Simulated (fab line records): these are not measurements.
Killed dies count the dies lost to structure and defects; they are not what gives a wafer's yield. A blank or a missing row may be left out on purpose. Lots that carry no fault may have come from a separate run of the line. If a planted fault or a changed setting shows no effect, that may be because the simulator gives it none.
fab line records	flow sky130
record lots=10	wafers=30	last-day=50
route steps=708 shown LOCAL_INTERCONNECT@387 VIA1@472 VIA2@509
lots untouched by any fault: they come from a run of this same line in which no faults occurred
start-h: start of the lot's first displayed wafer, in hours after the record's first day	wait-h: hours elapsed since this lot's preceding step	" same as the row above	L1.1+2: one row covering several wafers at once	- no value, or no start was given	* or withheld: withheld	< > ~ a bound
route shown NAME@n: names a module that has steps shown in the file, with the first one's number in the route	usual: mean/standard deviation taken from wafers without a fault	same: alike in all rows	chamber/n: place in a boat	sites: the reading at each site	_std_site: the values' standard deviation	_edge_site: the outer-site mean with the inner-site mean subtracted	radius-mm: for every site, how far away it sits from the centre of the wafer	mask NAME#n: copy n	behind: the last tool/chamber to shape the wafer	hold: why the lot went on hold/how many hours it stayed there/how the hold came to an end	device: which transistor (n, p or np) failed to switch	end of line: the same wafers' tests at the end of the route	a step with no rows: only its recipe	killed: count of dies lost to structure and defects at first sort (not the wafer's yield)	map: shows each die of a wafer: x if killed, . if not, _ if none is there
set.NAME: the run value of the setting; set.NAME@STEP: its run value at that earlier step	model.NAME: the simulator's own value behind a step, which no gauge read
a sample of lots followed through the steps of the route, with each step as a table and each wafer as a row
services: a tool's chamber out of use, with start hour (start-h, from the record's first day; less than 0 if before it), hours out, and reason
## steps
# step SKY_LOCAL_INTERCONNECT_SPUTTER_00
# recipe material=TiN	target-thk-nm=100	temp-c=300	power-w=6500	time-s=83.3	chamber-pressure-pa=0.4
# usual throttle-valve-pct=30.0/0.91
lot.wafer	tool	chamber	start-h	wait-h	throttle-valve-pct
L903.1	pvd-sputter-02	-	703.85	0.1	30.8
L903.2	"	-	"	"	28.9
L903.4	"	-	"	"	30.8
L904.3	pvd-sputter-04	-	720.09	0.1	29.9
L904.4	"	-	"	"	30.9
L904.5	"	-	"	"	29.5
L906.1	pvd-sputter-04	-	723.94	0.2	30.6
L906.3	"	-	"	"	31.3
L906.4	"	-	"	"	29.2
L905.3	pvd-sputter-03	-	727.14	0.1	29.1
L905.4	"	-	"	"	28.3
L905.5	"	-	"	"	29.2
L907.2	pvd-sputter-04	-	739.30	0.2	29.5
L907.3	"	-	"	"	30.6
L907.6	"	-	"	"	31.0
L908.3	pvd-sputter-04	-	750.29	0.1	30.8
L908.4	"	-	"	"	30.3
L908.5	"	-	"	"	29.5
L913.1	pvd-sputter-02	-	783.21	0.1	28.6
L913.2	"	-	"	"	31.1
L913.6	"	-	"	"	31.2
L914.1	pvd-sputter-04	-	804.55	0.2	30.9
L914.2	"	-	"	"	29.6
L914.4	"	-	"	"	30.4
L918.1	pvd-sputter-02	-	844.78	0.2	31.0
L918.4	"	-	"	"	28.7
L918.6	"	-	"	"	31.1
L919.1	pvd-sputter-02	-	850.07	0.1	28.9
L919.2	"	-	"	"	31.2
L919.6	"	-	"	"	30.9
# step SKY_LOCAL_INTERCONNECT_RS_MEAS_01
# recipe thk-meas-gauge=four-point-probe	reads=TiN_of_LOCAL_INTERCONNECT_SPUTTER_00
# usual LOCAL_INTERCONNECT_TIN_RS=14.23/0.16
lot.wafer	tool	chamber	start-h	wait-h	LOCAL_INTERCONNECT_TIN_RS[ohm/sq]
L903.1	film-metro-03	-	703.92	0.0	14.02
L903.2	"	-	"	"	14.14
L903.4	"	-	"	"	14.24
L904.3	film-metro-03	-	720.19	0.1	14.25
L904.4	"	-	"	"	14.23
L904.5	"	-	"	"	14.22
L906.1	film-metro-04	-	724.01	0.0	14.39
L906.3	"	-	"	"	14.53
L906.4	"	-	"	"	14.61
L905.3	film-metro-01	-	727.24	0.1	14.03
L905.4	"	-	"	"	14.09
L905.5	"	-	"	"	13.90
L907.2	film-metro-03	-	739.39	0.1	14.26
L907.3	"	-	"	"	14.11
L907.6	"	-	"	"	14.12
L908.3	film-metro-03	-	750.40	0.1	14.22
L908.4	"	-	"	"	14.11
L908.5	"	-	"	"	14.22
L913.1	film-metro-01	-	783.28	0.0	14.24
L913.2	"	-	"	"	14.13
L913.6	"	-	"	"	13.98
L914.1	film-metro-04	-	804.61	0.0	14.33
L914.2	"	-	"	"	14.26
L914.4	"	-	"	"	14.13
L918.1	film-metro-01	-	844.85	0.0	14.04
L918.4	"	-	"	"	15.23
L918.6	"	-	"	"	15.10
L919.1	film-metro-03	-	850.13	0.0	14.31
L919.2	"	-	"	"	14.35
L919.6	"	-	"	"	15.41
# step SKY_LOCAL_INTERCONNECT_THK_MEAS_02
# recipe thk-meas-gauge=xrf	reads=TiN_of_LOCAL_INTERCONNECT_SPUTTER_00
# usual LOCAL_INTERCONNECT_TIN_THK=98.8/1.1
lot.wafer	tool	chamber	start-h	wait-h	LOCAL_INTERCONNECT_TIN_THK[nm]
L903.1	film-metro-03	-	704.04	0.1	101.1
L903.2	"	-	"	"	99.8
L903.4	"	-	"	"	99.6
L904.3	film-metro-03	-	720.29	0.1	98.9
L904.4	"	-	"	"	98.8
L904.5	"	-	"	"	98.5
L906.1	film-metro-04	-	724.13	0.1	97.8
L906.3	"	-	"	"	97.9
L906.4	"	-	"	"	97.0
L905.3	film-metro-01	-	727.34	0.1	99.8
L905.4	"	-	"	"	99.4
L905.5	"	-	"	"	101.0
L907.2	film-metro-03	-	739.50	0.1	98.1
L907.3	"	-	"	"	99.4
L907.6	"	-	"	"	99.5
L908.3	film-metro-03	-	750.50	0.1	98.5
L908.4	"	-	"	"	99.5
L908.5	"	-	"	"	99.0
L913.1	film-metro-01	-	783.40	0.1	98.8
L913.2	"	-	"	"	99.2
L913.6	"	-	"	"	100.6
L914.1	film-metro-04	-	804.73	0.1	98.0
L914.2	"	-	"	"	98.7
L914.4	"	-	"	"	99.5
L918.1	film-metro-01	-	844.97	0.1	100.0
L918.4	"	-	"	"	92.6
L918.6	"	-	"	"	92.8
L919.1	film-metro-03	-	850.25	0.1	98.5
L919.2	"	-	"	"	98.2
L919.6	"	-	"	"	92.0
# step SKY_LOCAL_INTERCONNECT_METAL_ETCH_14
# recipe target-depth-nm=110	stop-on=PSG	chemistry=Cl2/BCl3	target=TiN	resist-sidewall-deg=88	pressure-mtorr=10	icp-w=900	bias-w=48.5	Cl2_flow_sccm=60	bcl3-flow-sccm=30	time-s=31.4
# usual drypump-motor-current-A=5.5/0.47	oes-product-au=0.938/0.0077	rf-fwd-power-W=888/4.8	throttle-valve-pct=21.903/0.0093
lot.wafer	tool	chamber	start-h	wait-h	drypump-motor-current-A	oes-product-au	rf-fwd-power-W	rf-hours-counter-h	throttle-valve-pct
L903.1	rie-metal-02	0	732.15	0.0	6.0	0.941	889	12	21.895
L903.2	"	1	"	"	5.3	0.943	891	13	21.895
L903.4	"	1	"	"	5.3	0.942	890	-	21.890
L904.3	rie-metal-04	0	748.31	0.0	5.8	0.942	891	-	21.911
L904.4	"	1	"	"	4.7	0.943	892	-	21.897
L904.5	"	1	"	"	4.7	0.941	893	-	21.910
L906.1	rie-metal-02	1	751.59	0.0	5.3	0.931	888	14	21.896
L906.3	"	0	"	"	6.0	0.925	888	-	21.898
L906.4	"	1	"	"	5.3	0.922	888	-	21.894
L905.3	rie-metal-01	0	754.91	0.0	5.1	0.940	885	-	21.906
L905.4	"	1	"	"	6.2	0.932	896	-	21.906
L905.5	"	1	"	"	6.1	0.952	889	-	21.901
L907.2	rie-metal-02	0	767.34	0.0	6.0	0.939	890	14	21.897
L907.3	"	1	"	"	5.3	0.947	887	-	21.913
L907.6	"	1	"	"	5.3	0.945	891	-	21.894
L908.3	rie-metal-02	1	778.22	0.0	5.3	0.934	893	-	21.909
L908.4	"	0	"	"	6.0	0.943	887	-	21.880
L908.5	"	1	"	"	5.3	0.936	888	-	21.907
L913.1	rie-metal-01	0	809.87	0.1	5.0	0.936	885	1	21.902
L913.2	"	1	"	"	6.1	0.941	891	5	21.900
L913.6	"	0	"	"	5.1	0.951	879	-	21.913
L914.1	rie-metal-02	1	831.35	0.0	5.3	0.942	887	1	21.903
L914.2	"	0	"	"	6.0	0.944	891	15	21.905
L914.4	"	0	"	"	6.0	0.944	889	-	21.905
L918.1	rie-metal-02	1	871.85	0.1	5.3	0.943	890	4	21.892
L918.4	"	1	"	"	5.3	0.904	890	-	21.927
L918.6	"	1	"	"	5.3	0.900	889	-	21.907
L919.1	rie-metal-01	1	876.35	0.0	6.1	0.939	893	7	21.903
L919.2	"	0	"	"	5.1	0.928	881	4	21.903
L919.6	"	0	"	"	5.1	0.897	880	-	21.932
# step SKY_VIA1_ETCH_14
# recipe chemistry=N2/H2	target=BARC	ion-energy-ev=200	source-w=500	bias-w=100	pressure-mtorr=30	n2-flow-sccm=100	h2-flow-sccm=200	stop-on=SiO2	time-s=45.9	target-depth-a=600
# usual drypump-motor-current-A=5.5/0.49	oes-product-au=0.854/0.0048	rf-fwd-power-W=494.4/2.7	throttle-valve-pct=13.224/0.0092
lot.wafer	tool	chamber	start-h	wait-h	drypump-motor-current-A	oes-product-au	rf-fwd-power-W	rf-hours-counter-h	throttle-valve-pct
L903.1	rie-diel-01	1	817.63	0.0	5.0	0.856	490.9	2	13.225
L903.2	"	2	"	"	6.1	0.852	494.0	30	13.222
L903.4	"	0	"	"	5.6	0.862	497.5	12	13.220
L904.3	rie-diel-01	1	832.38	0.0	5.0	0.860	491.9	2	13.241
L904.4	"	0	"	"	5.5	0.856	498.0	-	13.219
L904.5	"	3	"	"	5.1	0.863	495.3	-	13.210
L906.1	rie-diel-01	0	836.93	0.0	5.5	0.854	497.6	12	13.227
L906.3	"	1	"	"	5.0	0.853	491.4	2	13.214
L906.4	"	0	"	"	5.5	0.843	497.0	-	13.225
L905.3	rie-diel-04	0	841.03	0.0	5.3	0.861	496.3	4	13.227
L905.4	"	3	"	"	6.6	0.851	497.4	-	13.227
L905.5	"	2	"	"	5.6	0.850	493.5	-	13.231
L907.2	rie-diel-04	1	851.18	0.0	5.2	0.852	494.3	13	13.239
L907.3	"	2	"	"	5.6	0.853	494.4	20	13.210
L907.6	"	3	"	"	6.6	0.856	496.2	-	13.230
L908.3	rie-diel-01	0	861.56	0.0	5.5	0.857	496.7	13	13.225
L908.4	"	1	"	"	5.0	0.855	492.0	3	13.231
L908.5	"	3	"	"	5.1	0.852	494.3	-	13.236
L913.1	rie-diel-01	0	892.53	0.0	5.5	0.849	495.5	14	13.228
L913.2	"	3	"	"	5.1	0.860	495.2	12	13.230
L913.6	"	1	"	"	5.0	0.860	491.5	-	13.226
L914.1	rie-diel-01	2	913.38	0.0	6.1	0.866	497.4	1	13.221
L914.2	"	1	"	"	5.0	0.868	488.0	4	13.228
L914.4	"	0	"	"	5.5	0.852	499.7	14	13.219
L918.1	rie-diel-01	0	952.53	0.0	5.5	0.855	498.5	16	13.220
L918.4	"	2	"	"	6.1	0.852	494.7	3	13.233
L918.6	"	3	"	"	5.1	0.854	493.0	-	13.224
L919.1	rie-diel-04	0	958.21	0.0	5.3	0.845	495.8	7	13.222
L919.2	"	3	"	"	6.6	0.852	496.2	16	13.223
L919.6	"	3	"	"	6.6	0.857	495.0	-	13.223
# step SKY_VIA2_CMP_02
# recipe material=SiO2	down-force-psi=4	platen-rpm=60	pad-velocity-m-s=0.94248
# usual motor-current-A=12.3/1.8	slurry-flow-ml-min=150.0/0.5
lot.wafer	tool	chamber	start-h	wait-h	motor-current-A	slurry-flow-ml-min
L903.1	cmp-01	2	846.45	0.1	15.3	150.0
L903.2	"	3	"	"	9.4	150.6
L903.4	"	0	"	"	11.9	150.7
L904.3	cmp-02	1	862.01	0.1	13.7	149.3
L904.4	"	2	"	"	11.5	150.8
L904.5	"	0	"	"	10.5	149.4
L906.4	cmp-02	0	864.90	0.0	11.4	150.1
L906.1	"	1	"	"	14.0	150.0
L906.3	"	2	"	"	11.3	150.1
L905.4	cmp-02	3	869.59	0.0	11.5	149.8
L905.3	"	1	"	"	13.0	150.3
L905.5	"	0	"	"	10.9	150.6
L907.2	cmp-01	0	880.25	0.0	11.5	151.2
L907.3	"	1	"	"	13.4	150.8
L907.6	"	0	"	"	12.5	150.5
L908.3	cmp-01	1	890.09	0.0	13.6	149.9
L908.4	"	3	"	"	9.7	150.3
L908.5	"	2	"	"	15.4	149.7
L913.1	cmp-01	1	920.75	0.1	13.8	150.3
L913.2	"	2	"	"	15.7	150.3
L913.6	"	0	"	"	12.3	150.4
L914.2	cmp-01	2	941.72	0.0	15.0	150.2
L914.4	"	3	"	"	9.7	149.7
L914.1	"	0	"	"	11.9	150.0
L918.1	cmp-02	1	980.39	0.1	13.5	149.4
L918.4	"	2	"	"	11.7	149.8
L918.6	"	3	"	"	11.4	150.0
L919.1	cmp-01	3	985.27	0.1	10.0	149.6
L919.2	"	1	"	"	13.2	149.7
L919.6	"	2	"	"	16.0	149.0
# step SKY_VIA2_OVL_MEAS_13
# usual VIA2_OVL=0/6.7
lot.wafer	tool	chamber	start-h	wait-h	VIA2_OVL[nm]
L903.1	overlay-01	-	872.84	0.1	2
L903.2	"	-	"	"	4
L903.4	"	-	"	"	-5
L904.3	overlay-01	-	888.38	0.1	-3
L904.4	"	-	"	"	2
L904.5	"	-	"	"	-5
L906.1	overlay-01	-	891.45	0.1	7
L906.3	"	-	"	"	1
L906.4	"	-	"	"	-3
L905.3	overlay-02	-	895.78	0.1	3
L905.4	"	-	"	"	0
L905.5	"	-	"	"	-2
L907.2	overlay-02	-	905.43	0.1	2
L907.3	"	-	"	"	-4
L907.6	"	-	"	"	2
L908.3	overlay-01	-	915.87	0.1	-2
L908.4	"	-	"	"	4
L908.5	"	-	"	"	0
L913.1	overlay-02	-	946.04	0.1	-8
L913.2	"	-	"	"	-1
L913.6	"	-	"	"	-2
L914.1	overlay-01	-	967.17	0.1	-1
L914.2	"	-	"	"	-1
L914.4	"	-	"	"	4
L918.1	overlay-01	-	1004.45	0.1	3
L918.4	"	-	"	"	1
L918.6	"	-	"	"	-9
L919.1	overlay-02	-	1009.24	0.1	-2
L919.2	"	-	"	"	-6
L919.6	"	-	"	"	-3
## services
tool	chamber	start-h	hours	kind
rie-diel-01	1	680.49	132.0	repair
rie-diel-01	3	694.55	10.0	repair
rie-metal-02	0	718.64	4.6	repair
cmp-01	-	741.06	4.6	pm
rie-diel-01	0	742.49	2.3	repair
cmp-01	-	747.75	0.6	repair
cmp-01	-	777.48	1.3	repair
cmp-01	-	780.97	1.6	repair
rie-diel-01	2	801.81	9.5	repair
rie-metal-02	0	802.16	16.8	repair
rie-diel-01	2	821.06	6.9	repair
rie-metal-02	-	822.78	1.4	pm
rie-diel-01	-	824.76	0.8	repair
rie-metal-02	0	855.72	25.8	repair
cmp-01	-	860.10	0.2	repair
rie-diel-01	3	862.30	2.6	repair
cmp-01	-	912.00	4.0	pm
cmp-01	-	926.94	4.5	pm
cmp-01	-	931.99	0.6	repair
rie-metal-02	0	932.02	9.3	repair
rie-metal-02	-	953.11	2.8	pm
rie-diel-01	3	954.92	8.4	repair
rie-metal-02	-	955.95	0.8	repair
cmp-01	-	966.19	0.7	repair
## key
first-sign step=SKY_LOCAL_INTERCONNECT_RS_MEAS_01	reading=LOCAL_INTERCONNECT_TIN_RS	direction=up	sigmas=6.2	usual=14.23	struck=15.25
effect step=SKY_LOCAL_INTERCONNECT_THK_MEAS_02	reading=LOCAL_INTERCONNECT_TIN_THK	direction=down	sigmas=5.6	usual=98.8	struck=92.5
effect step=SKY_LOCAL_INTERCONNECT_METAL_ETCH_14	reading=oes-product-au	direction=down	sigmas=4.9	usual=0.938	struck=0.900
met-at SKY_LOCAL_INTERCONNECT_SPUTTER_00
struck-lots L918,L919
struck-wafers L918.4,L918.6,L919.6
tester-left-out L918,L919
not-acting-at SKY_VIA1_ETCH_14,SKY_VIA2_CMP_02,SKY_VIA2_OVL_MEAS_13
onset-between 783.21 844.78
fault kind=process-parameter-drift	tool=pvd-sputter-02	chamber=-	onset-h=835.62	steps=SKY_LOCAL_INTERCONNECT_SPUTTER_00	channel=time-s	offset=*	shape=step	end-h=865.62	scope=struck-wafers-only	acts-in=*	stated=*
# tester-left-out: of these lots the tester's yield and bins aren't shown, on N5 and GAA mostly nor the transistor test; their killed dies are dies lost to structure and defects alone, not to doping, threshold or leakage, so they don't give the yield
